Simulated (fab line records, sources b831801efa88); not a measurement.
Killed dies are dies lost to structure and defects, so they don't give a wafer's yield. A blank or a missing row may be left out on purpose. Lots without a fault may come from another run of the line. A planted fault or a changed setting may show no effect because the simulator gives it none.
fab line records | flow sky130
record lots=5 wafers=15 last_day=50
route steps=708 shown LDD_N@242 LDD_P@255 LDD_HVN@267 LDD_HVP@278
lots that met no fault: from a run of the same line without faults
start_h: hours from the record's first day to the start of the lot's first wafer shown | wait_h: hours since the lot's step before | " the same as in the row above | L1.1+2: a row that stands for several wafers | - no value, or no start given | * or withheld: withheld | < > ~ a bound
route shown NAME@n: a module of which the file shows steps, and the number in the route of the first | usual: mean/standard deviation of fault-free wafers | same: alike in all rows | chamber/n: place in a boat | sites: the reading at each site | _std_site: their standard deviation | _edge_site: outer sites' mean less inner sites' | radius_mm: how far each site lies from the wafer's centre | mask NAME#n: copy n | behind: the tool/chamber that last shaped the wafer | hold: why the lot was held/for how many hours/how that ended | device: the transistor (n, p or np) that didn't switch | end of line: the same wafers' tests at the end of the route | a step without rows: its recipe alone | killed: dies lost to structure and defects at the first sort, not the wafer's yield | map: a wafer's dies, x killed, . not, _ none there
set.NAME: the setting as run; set.NAME@STEP: as run at that earlier step | model.NAME: the simulator's own value behind a step, which no gauge read
lots at some steps of the route; a table a step, a row a wafer
services: from which hour (start_h, from the record's first day; less than 0 if before it) a tool's chamber was out of use, for how many hours, and why
## steps
# step SKY_LDD_N_PEB_05
# recipe temp_c=withheld time_s=* resist=NOVOLAK
# columns lot.wafer tool chamber start_h wait_h
L074.2+4+6 litho_track-03 0 - -
L082.1+5+6 litho_track-02 0 - -
L083.1+4+6 litho_track-03 0 - -
L090.2+4+6 litho_track-02 0 - -
L096.4+5+6 litho_track-01 0 - -
# step SKY_LDD_N_DEVELOP_06
# recipe develop_time_s=60 dev_temp_c=23
# columns lot.wafer tool chamber start_h wait_h
L074.2+4+6 litho_track-03 0 391.69 0.1
L082.1+5+6 litho_track-02 0 484.27 0.1
L083.1+4+6 litho_track-03 0 489.01 0.1
L090.2+4+6 litho_track-02 0 544.14 0.1
L096.4+5+6 litho_track-01 0 587.50 0.1
# step SKY_LDD_N_OVL_MEAS_07
# usual LDD_N_OVL=-0.7/1.3
# columns lot.wafer tool chamber start_h wait_h LDD_N_OVL[nm]
L074.2 overlay-02 - 391.82 0.1 0.4
L074.4 " - " " -1.3
L074.6 " - " " -0.2
L082.1 overlay-02 - 484.42 0.1 -0.7
L082.5 " - " " -1.2
L082.6 " - " " -1.8
L083.1 overlay-02 - 489.16 0.1 0.3
L083.4 " - " " 0.1
L083.6 " - " " 0.5
L090.2 overlay-01 - 544.27 0.1 0.4
L090.4 " - " " -0.9
L090.6 " - " " 0.0
L096.4 overlay-01 - 587.59 0.1 0.2
L096.5 " - " " -3.2
L096.6 " - " " -1.0
# step SKY_LDD_N_IMPLANT_08
# recipe species=As energy_kev=20 dose_cm2=7.5e+13 tilt_deg=withheld rotation_deg=23
# usual beam_energy_keV=20.000/0.0065
# columns lot.wafer tool chamber start_h wait_h beam_energy_keV
L074.2 implanter-01 0 391.87 0.0 19.995
L074.4 " 0 " " 19.993
L074.6 " 0 " " 19.992
L082.1 implanter-02 0 484.45 0.0 19.991
L082.5 " 0 " " 19.999
L082.6 " 0 " " 20.004
L083.1 implanter-01 0 489.20 0.0 20.004
L083.4 " 0 " " 20.001
L083.6 " 0 " " 20.005
L090.2 implanter-02 0 544.33 0.0 19.998
L090.4 " 0 " " 20.000
L090.6 " 0 " " 19.998
L096.4 implanter-04 0 587.68 0.1 20.002
L096.5 " 0 " " 20.005
L096.6 " 0 " " 20.005
# step SKY_LDD_N_IMPLANT_09
# recipe species=As energy_kev=19.87 dose_cm2=7.5e+13 tilt_deg=withheld rotation_deg=113
# usual beam_energy_keV=19.871/0.0054
# columns lot.wafer tool chamber start_h wait_h beam_energy_keV
L074.2 implanter-01 0 392.02 0.1 19.872
L074.4 " 0 " " 19.872
L074.6 " 0 " " 19.876
L082.1 implanter-02 0 484.60 0.1 19.872
L082.5 " 0 " " 19.867
L082.6 " 0 " " 19.866
L083.1 implanter-01 0 489.35 0.1 19.870
L083.4 " 0 " " 19.867
L083.6 " 0 " " 19.875
L090.2 implanter-02 0 544.48 0.1 19.860
L090.4 " 0 " " 19.859
L090.6 " 0 " " 19.874
L096.4 implanter-04 0 587.83 0.1 19.869
L096.5 " 0 " " 19.861
L096.6 " 0 " " 19.874
# step SKY_LDD_N_IMPLANT_10
# recipe species=As energy_kev=20 dose_cm2=7.5e+13 tilt_deg=withheld rotation_deg=203
# usual beam_energy_keV=20.000/0.0065
# columns lot.wafer tool chamber start_h wait_h beam_energy_keV
L074.2 implanter-01 0 392.17 0.1 19.992
L074.4 " 0 " " 20.004
L074.6 " 0 " " 19.999
L082.1 implanter-02 0 484.75 0.1 20.013
L082.5 " 0 " " 20.005
L082.6 " 0 " " 19.997
L083.1 implanter-01 0 489.50 0.1 20.009
L083.4 " 0 " " 20.001
L083.6 " 0 " " 20.002
L090.2 implanter-02 0 544.63 0.1 19.992
L090.4 " 0 " " 20.015
L090.6 " 0 " " 20.003
L096.4 implanter-04 0 587.98 0.1 19.992
L096.5 " 0 " " 20.001
L096.6 " 0 " " 20.000
# step SKY_LDD_N_IMPLANT_11
# recipe species=As energy_kev=20 dose_cm2=7.5e+13 tilt_deg=withheld rotation_deg=293
# usual beam_energy_keV=20.000/0.0063
# columns lot.wafer tool chamber start_h wait_h beam_energy_keV
L074.2 implanter-01 0 392.32 0.1 19.997
L074.4 " 0 " " 19.997
L074.6 " 0 " " 20.001
L082.1 implanter-02 0 484.90 0.1 20.002
L082.5 " 0 " " 19.988
L082.6 " 0 " " 20.004
L083.1 implanter-01 0 489.65 0.1 19.997
L083.4 " 0 " " 19.997
L083.6 " 0 " " 20.001
L090.2 implanter-02 0 544.78 0.1 20.000
L090.4 " 0 " " 19.998
L090.6 " 0 " " 20.004
L096.4 implanter-04 0 588.13 0.1 20.001
L096.5 " 0 " " 20.005
L096.6 " 0 " " 20.004
# step SKY_LDD_N_IMPLANT_12
# recipe species=BF2 energy_kev=50 dose_cm2=5e+12 tilt_deg=30 rotation_deg=0
# usual beam_energy_keV=49.998/0.016
# columns lot.wafer tool chamber start_h wait_h beam_energy_keV
L074.2 implanter-01 0 392.47 0.1 50.014
L074.4 " 0 " " 50.043
L074.6 " 0 " " 50.020
L082.1 implanter-02 0 485.05 0.1 49.993
L082.5 " 0 " " 49.995
L082.6 " 0 " " 49.988
L083.1 implanter-01 0 489.80 0.1 49.998
L083.4 " 0 " " 50.009
L083.6 " 0 " " 49.996
L090.2 implanter-02 0 544.93 0.1 49.974
L090.4 " 0 " " 49.999
L090.6 " 0 " " 49.999
L096.4 implanter-04 0 588.28 0.1 50.008
L096.5 " 0 " " 49.993
L096.6 " 0 " " 49.962
# step SKY_LDD_N_IMPLANT_13
# recipe species=BF2 energy_kev=50 dose_cm2=5e+12 tilt_deg=30 rotation_deg=90
# usual beam_energy_keV=49.999/0.014
# columns lot.wafer tool chamber start_h wait_h beam_energy_keV
L074.2 implanter-01 0 392.62 0.1 50.007
L074.4 " 0 " " 50.010
L074.6 " 0 " " 50.008
L082.1 implanter-02 0 485.20 0.1 50.007
L082.5 " 0 " " 49.994
L082.6 " 0 " " 50.009
L083.1 implanter-01 0 489.95 0.1 49.998
L083.4 " 0 " " 50.031
L083.6 " 0 " " 50.023
L090.2 implanter-02 0 545.08 0.1 50.010
L090.4 " 0 " " 50.002
L090.6 " 0 " " 50.011
L096.4 implanter-04 0 588.43 0.1 50.001
L096.5 " 0 " " 49.981
L096.6 " 0 " " 49.995
# step SKY_LDD_N_IMPLANT_14
# recipe species=BF2 energy_kev=50 dose_cm2=5e+12 tilt_deg=30 rotation_deg=180
# usual beam_energy_keV=50.000/0.015
# columns lot.wafer tool chamber start_h wait_h beam_energy_keV
L074.2 implanter-01 0 392.77 0.1 49.988
L074.4 " 0 " " 49.993
L074.6 " 0 " " 49.988
L082.1 implanter-02 0 485.35 0.1 50.003
L082.5 " 0 " " 49.977
L082.6 " 0 " " 49.997
L083.1 implanter-01 0 490.10 0.1 49.996
L083.4 " 0 " " 50.007
L083.6 " 0 " " 49.989
L090.2 implanter-02 0 545.23 0.1 50.019
L090.4 " 0 " " 50.005
L090.6 " 0 " " 49.994
L096.4 implanter-04 0 588.58 0.1 49.994
L096.5 " 0 " " 49.989
L096.6 " 0 " " 50.000
# step SKY_LDD_N_IMPLANT_15
# recipe species=BF2 energy_kev=50 dose_cm2=5e+12 tilt_deg=30 rotation_deg=270
# usual beam_energy_keV=49.999/0.014
# columns lot.wafer tool chamber start_h wait_h beam_energy_keV
L074.2 implanter-01 0 392.92 0.1 49.986
L074.4 " 0 " " 49.972
L074.6 " 0 " " 49.988
L082.1 implanter-02 0 485.50 0.1 50.006
L082.5 " 0 " " 50.013
L082.6 " 0 " " 49.995
L083.1 implanter-01 0 490.25 0.1 50.005
L083.4 " 0 " " 50.002
L083.6 " 0 " " 50.018
L090.2 implanter-02 0 545.38 0.1 49.992
L090.4 " 0 " " 50.026
L090.6 " 0 " " 50.014
L096.4 implanter-04 0 588.73 0.1 49.992
L096.5 " 0 " " 49.982
L096.6 " 0 " " 49.994
# step SKY_LDD_N_STRIP_16
# recipe chemistry=O2/N2 power_w=1400 pressure_mtorr=1500 platen_temp_c=withheld o2_flow_sccm=3000 n2_flow_sccm=300 overash_fraction=0.5
# usual drypump_motor_current_A=5.96/0.29 oes_product_au=0.407/0.0047 strip_time_to_endpoint_s=4.318/0.014
# columns lot.wafer tool chamber start_h wait_h drypump_motor_current_A oes_product_au rf_hours_counter_h strip_time_to_endpoint_s
L074.2 plasma_asher-02 0 393.05 0.1 5.93 0.398 70 4.314
L074.4 " 1 " " 5.52 0.402 - 4.298
L074.6 " 1 " " 5.52 0.401 - 4.299
L082.1 plasma_asher-02 1 485.65 0.1 5.58 0.404 6 4.299
L082.5 " 0 " " 5.90 0.405 - 4.303
L082.6 " 1 " " 5.58 0.411 - 4.300
L083.1 plasma_asher-04 0 490.40 0.1 6.03 0.407 79 4.346
L083.4 " 1 " " 6.27 0.404 - 4.334
L083.6 " 0 " " 6.03 0.397 - 4.328
L090.2 plasma_asher-02 1 545.50 0.1 5.57 0.416 12 4.316
L090.4 " 1 " " 5.55 0.405 - 4.329
L090.6 " 1 " " 5.57 0.415 - 4.333
L096.4 plasma_asher-04 1 588.84 0.1 6.27 0.403 - 4.319
L096.5 " 1 " " 6.26 0.405 - 4.317
L096.6 " 0 " " 5.98 0.405 - 4.302
# step SKY_LDD_N_TW_MEAS_17
# usual LDD_N_TW=2553/14
# columns lot.wafer tool chamber start_h wait_h LDD_N_TW
L074.2 film_metro-03 - 393.16 0.1 2553
L074.4 " - " " 2553
L074.6 " - " " 2559
L082.1 film_metro-04 - 485.75 0.1 2518
L082.5 " - " " 2536
L082.6 " - " " 2539
L083.1 film_metro-01 - 490.50 0.1 2560
L083.4 " - " " 2566
L083.6 " - " " 2575
L090.2 film_metro-04 - 545.61 0.1 2529
L090.4 " - " " 2546
L090.6 " - " " 2547
L096.4 film_metro-01 - 588.94 0.1 2574
L096.5 " - " " 2572
L096.6 " - " " 2558
# step SKY_LDD_P_DEHYDRATE_00
# recipe temp_c=200 time_s=60
# columns lot.wafer tool chamber start_h wait_h
L074.2+4+6 litho_track-04 0 407.22 14.1
L082.1+5+6 litho_track-04 0 500.85 15.1
L083.1+4+6 litho_track-02 0 505.07 14.6
L090.2+4+6 litho_track-02 0 560.59 15.0
L096.4+5+6 litho_track-01 0 602.80 13.8
# step SKY_LDD_P_HMDS_01
# recipe prime_time_s=60 prime_temp_c=120
# columns lot.wafer tool chamber start_h wait_h
L074.2+4+6 litho_track-04 0 407.37 0.1
L082.1+5+6 litho_track-04 0 501.00 0.1
L083.1+4+6 litho_track-02 0 505.22 0.1
L090.2+4+6 litho_track-02 0 560.74 0.1
L096.4+5+6 litho_track-01 0 602.95 0.1
# step SKY_LDD_P_COAT_02
# recipe resist=NOVOLAK spin_rpm=3000 resist_thk_nm=1140
# columns lot.wafer tool chamber start_h wait_h
L074.2+4+6 litho_track-04 0 407.52 0.1
L082.1+5+6 litho_track-04 0 501.15 0.1
L083.1+4+6 litho_track-02 0 505.37 0.1
L090.2+4+6 litho_track-02 0 560.89 0.1
L096.4+5+6 litho_track-01 0 603.10 0.1
# step SKY_LDD_P_SOFTBAKE_03
# recipe temp_c=90 time_s=60 resist=NOVOLAK
# columns lot.wafer tool chamber start_h wait_h
L074.2+4+6 litho_track-04 0 407.67 0.1
L082.1+5+6 litho_track-04 0 501.30 0.1
L083.1+4+6 litho_track-02 0 505.52 0.1
L090.2+4+6 litho_track-02 0 561.04 0.1
L096.4+5+6 litho_track-01 0 603.25 0.1
# step SKY_LDD_P_EXPOSE_04
# recipe mask_id=PSDM na=0.6 source_shape=conventional sigma_outer=0.6 polarization=unpolarized target_cd_nm=380 dose_mj=138
# columns lot.wafer tool chamber start_h wait_h mask
L074.2+4+6 iline_stepper-02 0 - - PSDM#0
L082.1+5+6 iline_stepper-01 0 - - PSDM#0
L083.1+4+6 iline_stepper-01 0 - - PSDM#0
L090.2+4+6 iline_stepper-01 0 - - PSDM#0
L096.4+5+6 iline_stepper-01 0 - - PSDM#0
# step SKY_LDD_P_PEB_05
# recipe temp_c=withheld time_s=* resist=NOVOLAK
# columns lot.wafer tool chamber start_h wait_h
L074.2+4+6 litho_track-04 0 - -
L082.1+5+6 litho_track-01 0 - -
L083.1+4+6 litho_track-04 0 - -
L090.2+4+6 litho_track-04 0 - -
L096.4+5+6 litho_track-02 0 - -
# step SKY_LDD_P_DEVELOP_06
# recipe resist=NOVOLAK developer=TMAH develop_time_s=60 dev_temp_c=23
# columns lot.wafer tool chamber start_h wait_h
L074.2+4+6 litho_track-04 0 422.17 0.1
L082.1+5+6 litho_track-01 0 515.52 0.1
L083.1+4+6 litho_track-04 0 519.85 0.1
L090.2+4+6 litho_track-04 0 575.42 0.1
L096.4+5+6 litho_track-02 0 616.89 0.1
# step SKY_LDD_P_CD_MEAS_07
# recipe target_cd_nm=380
# usual cd_nm=380.6/2.3
# columns lot.wafer tool chamber start_h wait_h cd_nm
L074.2 cd_sem-01 - 422.32 0.1 385.9
L074.4 " - " " 384.7
L074.6 " - " " 384.0
L082.1 cd_sem-01 - 515.67 0.1 382.6
L082.5 " - " " 382.3
L082.6 " - " " 382.7
L083.1 cd_sem-02 - 520.00 0.1 374.6
L083.4 " - " " 376.6
L083.6 " - " " 378.2
L090.2 cd_sem-01 - 575.57 0.1 381.1
L090.4 " - " " 380.5
L090.6 " - " " 383.4
L096.4 cd_sem-02 - 617.03 0.1 375.5
L096.5 " - " " 378.8
L096.6 " - " " 377.2
# step SKY_LDD_P_OVL_MEAS_08
# usual LDD_P_OVL=-0.6/1.7
# columns lot.wafer tool chamber start_h wait_h LDD_P_OVL[nm]
L074.2 overlay-02 - 422.42 0.1 2.0
L074.4 " - " " 1.2
L074.6 " - " " 1.8
L082.1 overlay-01 - 515.79 0.1 -1.7
L082.5 " - " " -0.6
L082.6 " - " " -0.5
L083.1 overlay-01 - 520.12 0.1 0.2
L083.4 " - " " -0.5
L083.6 " - " " 0.0
L090.2 overlay-01 - 575.67 0.1 -1.6
L090.4 " - " " -2.5
L090.6 " - " " -1.1
L096.4 overlay-02 - 617.10 0.1 -1.9
L096.5 " - " " -1.5
L096.6 " - " " -2.3
# step SKY_LDD_P_IMPLANT_09
# recipe species=BF2 energy_kev=25 dose_cm2=1e+13 tilt_deg=withheld
# usual beam_energy_keV=24.999/0.0074
# columns lot.wafer tool chamber start_h wait_h beam_energy_keV
L074.2 implanter-03 0 422.48 0.0 24.995
L074.4 " 0 " " 24.998
L074.6 " 0 " " 25.002
L082.1 implanter-02 0 515.83 0.0 25.001
L082.5 " 0 " " 24.991
L082.6 " 0 " " 24.985
L083.1 implanter-01 0 520.15 0.0 25.002
L083.4 " 0 " " 24.997
L083.6 " 0 " " 24.998
L090.2 implanter-01 0 575.73 0.0 25.007
L090.4 " 0 " " 24.993
L090.6 " 0 " " 25.002
L096.4 implanter-01 0 617.20 0.1 24.991
L096.5 " 0 " " 24.997
L096.6 " 0 " " 24.985
# step SKY_LDD_P_STRIP_10
# recipe chemistry=O2/N2 power_w=1400 pressure_mtorr=1500 platen_temp_c=withheld o2_flow_sccm=3000 n2_flow_sccm=300 overash_fraction=0.5
# usual drypump_motor_current_A=6.03/0.29 oes_product_au=0.716/0.0041 strip_time_to_endpoint_s=14.18/0.042
# columns lot.wafer tool chamber start_h wait_h drypump_motor_current_A oes_product_au rf_hours_counter_h strip_time_to_endpoint_s
L074.2 plasma_asher-01 1 422.61 0.1 6.09 0.717 60 14.12
L074.4 " 1 " " 6.11 0.716 - 14.10
L074.6 " 0 " " 6.15 0.715 - 14.11
L082.1 plasma_asher-03 1 515.98 0.1 5.82 0.710 40 14.13
L082.5 " 1 " " 5.79 0.721 - 14.19
L082.6 " 0 " " 6.49 0.708 - 14.15
L083.1 plasma_asher-03 0 520.30 0.1 6.47 0.719 40 14.25
L083.4 " 1 " " 5.79 0.723 - 14.20
L083.6 " 0 " " 6.46 0.719 - 14.26
L090.2 plasma_asher-01 1 575.85 0.1 6.12 0.719 74 14.20
L090.4 " 0 " " 6.17 0.716 - 14.19
L090.6 " 1 " " 6.13 0.711 - 14.22
L096.4 plasma_asher-01 0 617.31 0.1 6.15 0.715 - 14.16
L096.5 " 1 " " 6.10 0.710 - 14.14
L096.6 " 0 " " 6.14 0.716 - 14.12
# step SKY_LDD_P_TW_MEAS_11
# usual LDD_P_TW=635/14
# columns lot.wafer tool chamber start_h wait_h LDD_P_TW
L074.2 film_metro-04 - 422.72 0.1 620
L074.4 " - " " 623
L074.6 " - " " 623
L082.1 film_metro-04 - 516.08 0.1 627
L082.5 " - " " 630
L082.6 " - " " 628
L083.1 film_metro-04 - 520.40 0.1 625
L083.4 " - " " 627
L083.6 " - " " 630
L090.2 film_metro-03 - 575.96 0.1 631
L090.4 " - " " 632
L090.6 " - " " 629
L096.4 film_metro-04 - 617.40 0.1 633
L096.5 " - " " 625
L096.6 " - " " 629
# step SKY_LDD_HVN_DEHYDRATE_00
# recipe temp_c=200 time_s=60
# columns lot.wafer tool chamber start_h wait_h
L074.2+4+6 litho_track-03 0 437.39 14.7
L082.1+5+6 litho_track-03 0 531.06 15.0
L083.1+4+6 litho_track-03 0 534.91 14.5
L090.2+4+6 litho_track-03 0 590.74 14.8
L096.4+5+6 litho_track-03 0 631.39 14.0
# step SKY_LDD_HVN_HMDS_01
# recipe prime_time_s=60 prime_temp_c=120
# columns lot.wafer tool chamber start_h wait_h
L074.2+4+6 litho_track-03 0 437.54 0.1
L082.1+5+6 litho_track-03 0 531.21 0.1
L083.1+4+6 litho_track-03 0 535.06 0.1
L090.2+4+6 litho_track-03 0 590.89 0.1
L096.4+5+6 litho_track-03 0 631.54 0.1
# step SKY_LDD_HVN_COAT_02
# recipe resist=NOVOLAK spin_rpm=3000 resist_thk_nm=300
# columns lot.wafer tool chamber start_h wait_h
L074.2+4+6 litho_track-03 0 437.69 0.1
L082.1+5+6 litho_track-03 0 531.36 0.1
L083.1+4+6 litho_track-03 0 535.21 0.1
L090.2+4+6 litho_track-03 0 591.04 0.1
L096.4+5+6 litho_track-03 0 631.69 0.1
# step SKY_LDD_HVN_SOFTBAKE_03
# recipe temp_c=90 time_s=60 resist=NOVOLAK
# columns lot.wafer tool chamber start_h wait_h
L074.2+4+6 litho_track-03 0 437.84 0.1
L082.1+5+6 litho_track-03 0 531.51 0.1
L083.1+4+6 litho_track-03 0 535.36 0.1
L090.2+4+6 litho_track-03 0 591.19 0.1
L096.4+5+6 litho_track-03 0 631.84 0.1
# step SKY_LDD_HVN_EXPOSE_04
# recipe mask_id=HVNTM na=0.6 source_shape=conventional sigma_outer=0.6 polarization=unpolarized target_cd_nm=700 dose_mj=127
# columns lot.wafer tool chamber start_h wait_h mask
L074.2+4+6 iline_stepper-01 0 - - HVNTM#0
L082.1+5+6 iline_stepper-01 0 - - HVNTM#0
L083.1+4+6 iline_stepper-01 0 - - HVNTM#0
L090.2+4+6 iline_stepper-02 0 - - HVNTM#0
L096.4+5+6 iline_stepper-02 0 - - HVNTM#0
# step SKY_LDD_HVN_PEB_05
# recipe temp_c=withheld time_s=* resist=NOVOLAK
# columns lot.wafer tool chamber start_h wait_h
L074.2+4+6 litho_track-02 0 - -
L082.1+5+6 litho_track-02 0 - -
L083.1+4+6 litho_track-04 0 - -
L090.2+4+6 litho_track-02 0 - -
L096.4+5+6 litho_track-03 0 - -
# step SKY_LDD_HVN_DEVELOP_06
# recipe resist=NOVOLAK developer=TMAH develop_time_s=60 dev_temp_c=23
# columns lot.wafer tool chamber start_h wait_h
L074.2+4+6 litho_track-02 0 452.54 0.1
L082.1+5+6 litho_track-02 0 545.67 0.1
L083.1+4+6 litho_track-04 0 549.35 0.1
L090.2+4+6 litho_track-02 0 605.29 0.1
L096.4+5+6 litho_track-03 0 645.89 0.1
# step SKY_LDD_HVN_OVL_MEAS_07
# usual LDD_HVN_OVL=0.5/1.6
# columns lot.wafer tool chamber start_h wait_h LDD_HVN_OVL[nm]
L074.2 overlay-02 - 452.67 0.1 1.7
L074.4 " - " " 1.3
L074.6 " - " " 2.2
L082.1 overlay-01 - 545.82 0.1 -0.6
L082.5 " - " " 0.9
L082.6 " - " " -1.7
L083.1 overlay-02 - 549.50 0.1 1.3
L083.4 " - " " -0.1
L083.6 " - " " -0.6
L090.2 overlay-01 - 605.42 0.1 0.0
L090.4 " - " " 0.1
L090.6 " - " " 0.2
L096.4 overlay-02 - 645.98 0.1 1.9
L096.5 " - " " 1.8
L096.6 " - " " 2.0
# step SKY_LDD_HVN_IMPLANT_08
# recipe species=P energy_kev=60 dose_cm2=3e+13 tilt_deg=40
# usual beam_energy_keV=59.998/0.017
# columns lot.wafer tool chamber start_h wait_h beam_energy_keV
L074.2 implanter-02 0 452.73 0.0 59.983
L074.4 " 0 " " 60.007
L074.6 " 0 " " 59.961
L082.1 implanter-04 0 545.85 0.0 59.996
L082.5 " 0 " " 60.002
L082.6 " 0 " " 60.012
L083.1 implanter-03 0 549.53 0.0 59.981
L083.4 " 0 " " 60.008
L083.6 " 0 " " 59.997
L090.2 implanter-03 0 605.48 0.0 60.001
L090.4 " 0 " " 59.964
L090.6 " 0 " " 59.965
L096.4 implanter-04 0 646.07 0.1 60.007
L096.5 " 0 " " 59.997
L096.6 " 0 " " 59.991
# step SKY_LDD_HVN_STRIP_09
# recipe chemistry=O2/N2 power_w=1400 pressure_mtorr=1500 platen_temp_c=withheld o2_flow_sccm=3000 n2_flow_sccm=300 overash_fraction=0.5
# usual drypump_motor_current_A=6.03/0.22 oes_product_au=0.409/0.0048 strip_time_to_endpoint_s=4.133/0.017
# columns lot.wafer tool chamber start_h wait_h drypump_motor_current_A oes_product_au rf_hours_counter_h strip_time_to_endpoint_s
L074.2 plasma_asher-04 0 452.85 0.1 6.03 0.408 75 4.150
L074.4 " 1 " " 6.24 0.415 - 4.147
L074.6 " 0 " " 6.02 0.411 - 4.148
L082.1 plasma_asher-01 0 546.00 0.1 6.15 0.412 72 4.139
L082.5 " 0 " " 6.16 0.409 - 4.123
L082.6 " 1 " " 6.12 0.413 - 4.129
L083.1 plasma_asher-02 0 549.68 0.1 5.90 0.412 13 4.125
L083.4 " 0 " " 5.93 0.412 - 4.140
L083.6 " 1 " " 5.54 0.411 - 4.146
L090.2 plasma_asher-04 0 605.60 0.1 6.02 0.402 93 4.098
L090.4 " 1 " " 6.30 0.412 - 4.112
L090.6 " 0 " " 6.04 0.409 - 4.130
L096.4 plasma_asher-04 1 646.18 0.1 6.30 0.418 - 4.124
L096.5 " 0 " " 6.01 0.401 - 4.116
L096.6 " 1 " " 6.29 0.411 - 4.133
# step SKY_LDD_HVN_TW_MEAS_10
# usual LDD_HVN_TW=1438/26
# columns lot.wafer tool chamber start_h wait_h LDD_HVN_TW
L074.2 film_metro-01 - 452.96 0.1 1422
L074.4 " - " " 1426
L074.6 " - " " 1433
L082.1 film_metro-01 - 546.10 0.1 1427
L082.5 " - " " 1419
L082.6 " - " " 1426
L083.1 film_metro-03 - 549.78 0.1 1421
L083.4 " - " " 1427
L083.6 " - " " 1420
L090.2 film_metro-03 - 605.71 0.1 1431
L090.4 " - " " 1431
L090.6 " - " " 1427
L096.4 film_metro-02 - 646.28 0.1 1467
L096.5 " - " " 1472
L096.6 " - " " 1478
# step SKY_LDD_HVP_DEHYDRATE_00
# recipe temp_c=200 time_s=60
# columns lot.wafer tool chamber start_h wait_h
L074.2+4+6 litho_track-03 0 468.19 15.2
L082.1+5+6 litho_track-04 0 560.90 14.8
L083.1+4+6 litho_track-04 0 564.65 14.9
L090.2+4+6 litho_track-03 0 619.39 13.7
L096.4+5+6 litho_track-01 0 659.95 13.7
# step SKY_LDD_HVP_HMDS_01
# recipe prime_time_s=60 prime_temp_c=120
# columns lot.wafer tool chamber start_h wait_h
L074.2+4+6 litho_track-03 0 468.34 0.1
L082.1+5+6 litho_track-04 0 561.05 0.1
L083.1+4+6 litho_track-04 0 564.80 0.1
L090.2+4+6 litho_track-03 0 619.54 0.1
L096.4+5+6 litho_track-01 0 660.10 0.1
# step SKY_LDD_HVP_COAT_02
# recipe resist=NOVOLAK spin_rpm=3000 resist_thk_nm=300
# columns lot.wafer tool chamber start_h wait_h
L074.2+4+6 litho_track-03 0 468.49 0.1
L082.1+5+6 litho_track-04 0 561.20 0.1
L083.1+4+6 litho_track-04 0 564.95 0.1
L090.2+4+6 litho_track-03 0 619.69 0.1
L096.4+5+6 litho_track-01 0 660.25 0.1
# step SKY_LDD_HVP_SOFTBAKE_03
# recipe temp_c=90 time_s=60 resist=NOVOLAK
# columns lot.wafer tool chamber start_h wait_h
L074.2+4+6 litho_track-03 0 468.64 0.1
L082.1+5+6 litho_track-04 0 561.35 0.1
L083.1+4+6 litho_track-04 0 565.10 0.1
L090.2+4+6 litho_track-03 0 619.84 0.1
L096.4+5+6 litho_track-01 0 660.40 0.1
# step SKY_LDD_HVP_EXPOSE_04
# recipe mask_id=HVPTM na=0.6 source_shape=conventional sigma_outer=0.6 polarization=unpolarized target_cd_nm=700 dose_mj=86.6
# columns lot.wafer tool chamber start_h wait_h mask
L074.2+4+6 iline_stepper-02 0 - - HVPTM#0
L082.1+5+6 iline_stepper-01 0 - - HVPTM#0
L083.1+4+6 iline_stepper-02 0 - - HVPTM#0
L090.2+4+6 iline_stepper-01 0 - - HVPTM#0
L096.4+5+6 iline_stepper-02 0 - - HVPTM#0
# step SKY_LDD_HVP_PEB_05
# recipe temp_c=withheld time_s=* resist=NOVOLAK
# columns lot.wafer tool chamber start_h wait_h
L074.2+4+6 litho_track-04 0 - -
L082.1+5+6 litho_track-03 0 - -
L083.1+4+6 litho_track-01 0 - -
L090.2+4+6 litho_track-01 0 - -
L096.4+5+6 litho_track-01 0 - -
# step SKY_LDD_HVP_DEVELOP_06
# recipe resist=NOVOLAK developer=TMAH develop_time_s=60 dev_temp_c=23
# columns lot.wafer tool chamber start_h wait_h
L074.2+4+6 litho_track-04 0 482.52 0.1
L082.1+5+6 litho_track-03 0 575.76 0.1
L083.1+4+6 litho_track-01 0 579.52 0.1
L090.2+4+6 litho_track-01 0 634.20 0.1
L096.4+5+6 litho_track-01 0 673.85 0.1
# step SKY_LDD_HVP_OVL_MEAS_07
# usual LDD_HVP_OVL=-1.5/1.6
# columns lot.wafer tool chamber start_h wait_h LDD_HVP_OVL[nm]
L074.2 overlay-01 - 482.65 0.1 -4.0
L074.4 " - " " -3.6
L074.6 " - " " -3.2
L082.1 overlay-02 - 575.91 0.1 -1.3
L082.5 " - " " 0.7
L082.6 " - " " -0.6
L083.1 overlay-02 - 579.67 0.1 -3.1
L083.4 " - " " -1.5
L083.6 " - " " -3.6
L090.2 overlay-02 - 634.33 0.1 -2.8
L090.4 " - " " -0.5
L090.6 " - " " -0.4
L096.4 overlay-01 - 673.94 0.1 -1.2
L096.5 " - " " -0.4
L096.6 " - " " -3.1
# step SKY_LDD_HVP_IMPLANT_08
# recipe species=B energy_kev=20 dose_cm2=1.732e+13 tilt_deg=17.9
# usual beam_energy_keV=20.000/0.0061
# columns lot.wafer tool chamber start_h wait_h beam_energy_keV
L074.2 implanter-04 0 482.71 0.0 19.999
L074.4 " 0 " " 19.996
L074.6 " 0 " " 20.005
L082.1 implanter-04 0 575.95 0.0 20.013
L082.5 " 0 " " 20.005
L082.6 " 0 " " 20.006
L083.1 implanter-01 0 579.71 0.0 19.997
L083.4 " 0 " " 20.000
L083.6 " 0 " " 19.996
L090.2 implanter-04 0 634.38 0.0 20.004
L090.4 " 0 " " 20.009
L090.6 " 0 " " 20.002
L096.4 implanter-01 0 674.03 0.1 20.000
L096.5 " 0 " " 19.999
L096.6 " 0 " " 19.997
## services
# columns tool chamber start_h hours kind
plasma_asher-04 - 374.28 9.4 repair
implanter-01 - 379.64 2.3 repair
implanter-02 - 387.43 0.9 repair
implanter-04 - 404.35 1.2 repair
implanter-01 - 407.41 6.7 pm
plasma_asher-04 - 412.00 2.8 pm
implanter-04 - 413.14 5.0 repair
plasma_asher-02 - 416.13 1.8 repair
implanter-01 - 416.87 5.8 repair
plasma_asher-02 - 418.35 3.1 repair
plasma_asher-02 - 421.41 9.0 pm
iline_stepper-02 - 434.15 4.4 pm
iline_stepper-02 - 454.48 1.7 pm
implanter-01 - 457.06 10.0 repair
iline_stepper-02 - 459.52 9.0 repair
iline_stepper-01 - 476.30 3.0 repair
plasma_asher-01 - 479.91 14.6 pm
implanter-02 - 522.17 3.8 pm
implanter-04 - 524.05 3.9 pm
implanter-02 - 535.75 7.6 repair
iline_stepper-01 - 545.59 1.7 pm
iline_stepper-01 - 606.68 2.5 repair
implanter-01 - 668.99 2.9 pm
iline_stepper-02 - 672.66 1.7 pm
## key
fault none
